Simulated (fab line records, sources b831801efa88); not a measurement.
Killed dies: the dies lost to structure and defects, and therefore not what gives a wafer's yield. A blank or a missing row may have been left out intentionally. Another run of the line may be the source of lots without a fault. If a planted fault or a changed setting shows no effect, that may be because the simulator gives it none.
fab line records | flow sky130 | part 2 of 2: steps 25 to 34 of 34
[record] lots = 5 | wafers = 15 | lastDay = 50
route steps=708 shown METAL3@561 VIA3@573
lots that met no fault: taken from a fault-free run of the same line
startH: the number of hours between the record's first day and the start of the first shown wafer of the lot | waitH: time in hours since the lot's previous step | " repeats the value in the row above | L1.1+2: several wafers, shown together as one row | - no value, or no start given | * or withheld: withheld | < > ~ a bound
route shown NAME@n: NAME is a module with steps in the file, n the number in the route of the first one | usual: mean and standard deviation over wafers with no fault | same: alike in all rows | chamber/n: place in a boat | sites: per-site readings | _std_site: how widely they spread, as a standard deviation | _edge_site: outer sites' mean less inner sites' | radiusMm: how far each site lies from the wafer's centre | mask NAME#n: copy n | behind: the last tool/chamber to shape the wafer | hold: the reason the lot was held/the length of the hold in hours/how it ended | device: names the non-switching transistor (n, p or np) | end of line: the route-end tests of the same wafers | a step without rows: its recipe alone | killed: dies lost to structure and defects at the first sort, not the wafer's yield | map: dies across one wafer; x = killed, . = not, _ = none there
set.NAME: the setting that was run; set.NAME@STEP: the one run at that earlier step | model.NAME: the simulator's own value behind a step, which no gauge read
a table for each step, a row for each wafer; lots at some steps of the route
services: when a tool's chamber went out of use (startH, in hours from the record's first day, below 0 if earlier), for how many hours, and the reason
[[steps]]
[step SKY_VIA3_CD_MEAS_12]
[recipe] targetCdNm = 200
[usual] cdNm = 200.1/1.4
lot.wafer | tool     | chamber | startH  | waitH | cdNm
L082.1    | cdSem-01 | -       | 990.14  | -     | 198.5
L082.3    | "        | -       | "       | "     | 199.1
L082.6    | "        | -       | "       | "     | 199.9
L087.1    | cdSem-01 | -       | 1020.39 | -     | 197.3
L087.3    | "        | -       | "       | "     | 199.1
L087.4    | "        | -       | "       | "     | 200.4
L092.1    | cdSem-02 | -       | 1052.04 | -     | 202.1
L092.3    | "        | -       | "       | "     | 201.6
L092.4    | "        | -       | "       | "     | 203.3
L094.4    | cdSem-02 | -       | 1071.51 | -     | 202.0
L094.5    | "        | -       | "       | "     | 202.5
L094.6    | "        | -       | "       | "     | 201.8
L095.1    | cdSem-01 | -       | 1073.07 | -     | 198.9
L095.2    | "        | -       | "       | "     | 198.5
L095.3    | "        | -       | "       | "     | 198.7
[step SKY_VIA3_OVL_MEAS_13]
[usual] VIA3_OVL = 3/5
lot.wafer | tool       | chamber | startH  | waitH | VIA3_OVL[nm]
L082.1    | overlay-01 | -       | 990.26  | 0.1   | 8
L082.3    | "          | -       | "       | "     | 1
L082.6    | "          | -       | "       | "     | -5
L087.1    | overlay-01 | -       | 1020.51 | 0.1   | 8
L087.3    | "          | -       | "       | "     | 6
L087.4    | "          | -       | "       | "     | -5
L092.1    | overlay-02 | -       | 1052.16 | 0.1   | -3
L092.3    | "          | -       | "       | "     | -3
L092.4    | "          | -       | "       | "     | -3
L094.4    | overlay-01 | -       | 1071.58 | 0.1   | 3
L094.5    | "          | -       | "       | "     | -2
L094.6    | "          | -       | "       | "     | 9
L095.1    | overlay-02 | -       | 1073.19 | 0.1   | 0
L095.2    | "          | -       | "       | "     | 7
L095.3    | "          | -       | "       | "     | -5
[step SKY_VIA3_ETCH_14]
[recipe] chemistry = N2/H2 | target = BARC | ionEnergyEv = 200 | sourceW = 500 | biasW = 100 | pressureMtorr = 30 | n2FlowSccm = 100 | h2FlowSccm = 200 | stopOn = SiO2 | timeS = 45.9 | targetDepthA = 600
[usual] drypumpMotorCurrentA = 5.7/0.35 | h2FlowSccm = 200.0/0.64 | oesProductAu = 0.855/0.0043 | rfFwdPowerW = 494.5/2.4 | throttleValvePct = 13.225/0.0094
lot.wafer | tool       | chamber | startH  | waitH | drypumpMotorCurrentA | h2FlowSccm | oesProductAu | rfFwdPowerW | rfHoursCounterH | throttleValvePct
L082.1    | rieDiel-04 | 2       | 990.30  | 0.0   | 5.7                  | 199.7      | 0.857        | 497.1       | 24              | 13.227
L082.3    | "          | 1       | "       | "     | 5.9                  | 198.9      | 0.860        | 492.9       | 9               | 13.234
L082.6    | "          | 3       | "       | "     | 5.4                  | 199.4      | 0.861        | 493.4       | -               | 13.222
L087.1    | rieDiel-02 | 3       | 1020.55 | 0.0   | 5.8                  | 200.4      | 0.849        | 497.8       | 18              | 13.218
L087.3    | "          | 1       | "       | "     | 5.4                  | 199.8      | 0.851        | 496.2       | 11              | 13.235
L087.4    | "          | 3       | "       | "     | 5.8                  | 200.7      | 0.847        | 500.5       | -               | 13.213
L092.1    | rieDiel-02 | 0       | 1052.20 | 0.0   | 5.6                  | 200.0      | 0.861        | 493.9       | 21              | 13.222
L092.3    | "          | 1       | "       | "     | 5.4                  | 199.9      | 0.857        | 492.3       | 13              | 13.231
L092.4    | "          | 3       | "       | "     | 5.8                  | 200.0      | 0.855        | 497.1       | 19              | 13.233
L094.4    | rieDiel-03 | 2       | 1071.60 | 0.0   | 5.3                  | 199.4      | 0.860        | 493.6       | 16              | 13.224
L094.5    | "          | 2       | "       | "     | 5.3                  | 200.6      | 0.849        | 494.6       | -               | 13.224
L094.6    | "          | 1       | "       | "     | 6.4                  | 200.7      | 0.852        | 497.1       | -               | 13.232
L095.1    | rieDiel-04 | 2       | 1073.22 | 0.0   | 5.7                  | 200.0      | 0.849        | 496.0       | 27              | 13.215
L095.2    | "          | 0       | "       | "     | 6.1                  | 199.6      | 0.860        | 491.2       | 3               | 13.233
L095.3    | "          | 1       | "       | "     | 5.9                  | 199.3      | 0.863        | 492.8       | 12              | 13.224
[step SKY_VIA3_ETCH_15]
[recipe] target = SiO2 | chemistry = C4F8/O2/Ar | targetDepthNm = 507 | stopOn = TiN | maskMaterial = KrF-thick | sourceW = 1500 | biasW = 1200 | pressureMtorr = 40 | c4f8FlowSccm = withheld | O2_flow_sccm = 6 | Ar_flow_sccm = 300 | timeS = 78
[usual] oesProductAu = 0.947/0.0053 | rfFwdPowerW = 1489/6
lot.wafer | tool       | chamber | startH  | waitH | oesProductAu | rfFwdPowerW | rfHoursCounterH
L082.1    | rieDiel-04 | 2       | 990.34  | 0.0   | 0.949        | 1494        | 24
L082.3    | "          | 1       | "       | "     | 0.949        | 1488        | 9
L082.6    | "          | 3       | "       | "     | 0.956        | 1486        | -
L087.1    | rieDiel-02 | 3       | 1020.59 | 0.0   | 0.953        | 1485        | 18
L087.3    | "          | 1       | "       | "     | 0.942        | 1491        | 11
L087.4    | "          | 3       | "       | "     | 0.948        | 1490        | -
L092.1    | rieDiel-02 | 0       | 1052.24 | 0.0   | 0.939        | 1485        | 21
L092.3    | "          | 1       | "       | "     | 0.948        | 1490        | 13
L092.4    | "          | 3       | "       | "     | 0.959        | 1499        | 19
L094.4    | rieDiel-03 | 2       | 1071.64 | 0.0   | 0.955        | 1491        | 16
L094.5    | "          | 2       | "       | "     | 0.940        | 1492        | -
L094.6    | "          | 1       | "       | "     | 0.945        | 1483        | -
L095.1    | rieDiel-04 | 2       | 1073.27 | 0.0   | 0.951        | 1485        | 27
L095.2    | "          | 0       | "       | "     | 0.950        | 1474        | 3
L095.3    | "          | 1       | "       | "     | 0.952        | 1484        | 12
[step SKY_VIA3_STRIP_16]
[recipe] chemistry = O2/N2 | powerW = 1400 | pressureMtorr = 1500 | platenTempC = withheld | o2FlowSccm = 3000 | n2FlowSccm = 300 | overashFraction = 0.5
[usual] drypumpMotorCurrentA = 6.02/0.2 | oesProductAu = 0.401/0.0045 | stripTimeToEndpointS = 4.129/0.028
lot.wafer | tool           | chamber | startH  | waitH | drypumpMotorCurrentA | oesProductAu | rfHoursCounterH | stripTimeToEndpointS
L082.1    | plasmaAsher-03 | 1       | 990.40  | 0.0   | 5.87                 | 0.395        | 56              | 4.131
L082.3    | "              | 0       | "       | "     | 5.61                 | 0.396        | -               | 4.116
L082.6    | "              | 0       | "       | "     | 5.70                 | 0.398        | -               | 4.124
L087.1    | plasmaAsher-04 | 1       | 1020.65 | 0.0   | 6.27                 | 0.402        | 85              | 4.139
L087.3    | "              | 0       | "       | "     | 6.17                 | 0.401        | -               | 4.160
L087.4    | "              | 1       | "       | "     | 6.25                 | 0.403        | -               | 4.140
L092.1    | plasmaAsher-04 | 0       | 1052.30 | 0.0   | 6.17                 | 0.407        | 88              | 4.140
L092.3    | "              | 0       | "       | "     | 6.16                 | 0.394        | -               | 4.145
L092.4    | "              | 1       | "       | "     | 6.27                 | 0.397        | -               | 4.170
L094.4    | plasmaAsher-03 | 1       | 1071.74 | 0.1   | 5.87                 | 0.407        | -               | 4.150
L094.5    | "              | 0       | "       | "     | 5.69                 | 0.401        | -               | 4.141
L094.6    | "              | 1       | "       | "     | 5.90                 | 0.405        | -               | 4.099
L095.1    | plasmaAsher-03 | 0       | 1073.33 | 0.0   | 5.69                 | 0.396        | 64              | 4.123
L095.2    | "              | 1       | "       | "     | 5.87                 | 0.399        | 64              | 4.157
L095.3    | "              | 1       | "       | "     | 5.87                 | 0.403        | -               | 4.111
[step SKY_VIA3_STRIP_17]
[recipe] chemistry = postEtchResidueRemover | timeS = 1200 | tempC = 72.5
lot.wafer  | tool        | chamber | startH  | waitH
L082.1+3+6 | wetBench-02 | 0       | 990.50  | 0.1
L087.1+3+4 | wetBench-04 | 2       | 1020.75 | 0.1
L092.1+3+4 | wetBench-03 | 0       | 1052.40 | 0.1
L094.4+5+6 | wetBench-03 | 1       | 1071.81 | 0.0
L095.1+2+3 | wetBench-04 | 1       | 1073.43 | 0.1
[step SKY_VIA3_CLEAN_18]
[recipe] chemistry = IPA | timeS = 180 | tempC = 25
lot.wafer  | tool        | chamber | startH  | waitH
L082.1+3+6 | wetBench-03 | 0       | 990.84  | 0.0
L087.1+3+4 | wetBench-02 | 0       | 1021.09 | 0.0
L092.1+3+4 | wetBench-02 | 2       | 1052.89 | 0.1
L094.4+5+6 | wetBench-03 | 3       | 1072.15 | 0.0
L095.1+2+3 | wetBench-04 | 0       | 1073.88 | 0.1
[step SKY_VIA3_CLEAN_19]
[recipe] chemistry = O3/DIW | dry = n2Spin
lot.wafer  | tool        | chamber | startH  | waitH
L082.1+3+6 | wetBench-04 | 2       | 990.90  | 0.0
L087.1+3+4 | wetBench-03 | 2       | 1021.15 | 0.0
L092.1+3+4 | wetBench-04 | 1       | 1053.04 | 0.1
L094.4+5+6 | wetBench-03 | 1       | 1072.21 | 0.0
L095.1+2+3 | wetBench-02 | 3       | 1073.95 | 0.0
[step SKY_VIA3_SPUTTER_20]
[recipe] material = TiN | targetThkNm = 20 | chamberPressurePa = 5 | powerW = 4000 | timeS = 80
[usual] throttleValvePct = 29.8/0.71
lot.wafer | tool          | chamber | startH  | waitH | throttleValvePct
L082.1    | pvdSputter-03 | -       | 991.00  | 0.0   | 30.2
L082.3    | "             | -       | "       | "     | 30.6
L082.6    | "             | -       | "       | "     | 30.5
L087.1    | pvdSputter-01 | -       | 1021.25 | 0.0   | 30.0
L087.3    | "             | -       | "       | "     | 29.8
L087.4    | "             | -       | "       | "     | 28.8
L092.1    | pvdSputter-02 | -       | 1053.14 | 0.0   | 29.7
L092.3    | "             | -       | "       | "     | 30.8
L092.4    | "             | -       | "       | "     | 29.3
L094.4    | pvdSputter-02 | -       | 1072.30 | 0.0   | 29.4
L094.5    | "             | -       | "       | "     | 30.9
L094.6    | "             | -       | "       | "     | 30.0
L095.1    | pvdSputter-03 | -       | 1074.14 | 0.0   | 30.6
L095.2    | "             | -       | "       | "     | 30.2
L095.3    | "             | -       | "       | "     | 30.2
[step SKY_VIA3_CVD_21]
[recipe] material = W | targetThkNm = 390 | timeS = 117.31 | tempC = 400 | pressureTorr = 40
[usual] chamberPressureTorr = 40.01/0.082 | heaterPowerW = 829/68
lot.wafer | tool    | chamber | startH  | waitH | chamberPressureTorr | heaterPowerW
L082.1    | cvdW-01 | 1       | 991.06  | 0.0   | 40.10               | 864
L082.3    | "       | 0       | "       | "     | 39.99               | 878
L082.6    | "       | 1       | "       | "     | 40.00               | 845
L087.1    | cvdW-02 | 1       | 1021.31 | 0.0   | 40.05               | 864
L087.3    | "       | 1       | "       | "     | 40.02               | 867
L087.4    | "       | 0       | "       | "     | 40.08               | 714
L092.1    | cvdW-02 | 1       | 1053.20 | 0.0   | 40.14               | 867
L092.3    | "       | 0       | "       | "     | 40.19               | 740
L092.4    | "       | 1       | "       | "     | 39.91               | 878
L094.4    | cvdW-02 | 1       | 1072.41 | 0.1   | 39.97               | 887
L094.5    | "       | 1       | "       | "     | 39.99               | 864
L094.6    | "       | 0       | "       | "     | 40.09               | 733
L095.1    | cvdW-02 | 0       | 1074.20 | 0.0   | 40.06               | 732
L095.2    | "       | 1       | "       | "     | 40.05               | 874
L095.3    | "       | 0       | "       | "     | 40.07               | 744
[[services]]
tool           | chamber | startH  | hours | kind
pvdSputter-02  | -       | 940.40  | 1.9   | repair
plasmaAsher-02 | -       | 946.07  | 0.6   | repair
krfScanner-02  | -       | 951.28  | 0.2   | repair
cmp-01         | -       | 953.65  | 2.8   | repair
cmp-01         | -       | 953.91  | 1.3   | repair
rieDiel-04     | 3       | 963.00  | 5.6   | repair
rieMetal-01    | -       | 965.98  | 1.0   | repair
wetBench-03    | -       | 968.10  | 5.3   | repair
wetBench-03    | -       | 981.10  | 1.9   | pm
cvdW-02        | -       | 982.55  | 6.9   | pm
krfScanner-02  | -       | 986.51  | 10.9  | repair
hdpcvd-02      | -       | 987.01  | 0.9   | repair
rieDiel-02     | 0       | 1003.34 | 17.4  | repair
plasmaAsher-03 | -       | 1011.69 | 3.7   | repair
rieMetal-01    | -       | 1030.40 | 2.8   | pm
rieMetal-04    | -       | 1032.98 | 2.8   | pm
krfScanner-02  | -       | 1036.91 | 1.3   | pm
plasmaAsher-03 | -       | 1040.95 | 2.7   | repair
krfScanner-02  | -       | 1044.73 | 1.0   | pm
wetBench-02    | -       | 1047.65 | 1.2   | repair
rieMetal-03    | 0       | 1050.67 | 18.6  | repair
krfScanner-02  | -       | 1062.05 | 0.8   | pm
rieDiel-04     | -       | 1065.33 | 2.1   | repair
cmp-02         | -       | 1070.42 | 7.5   | pm
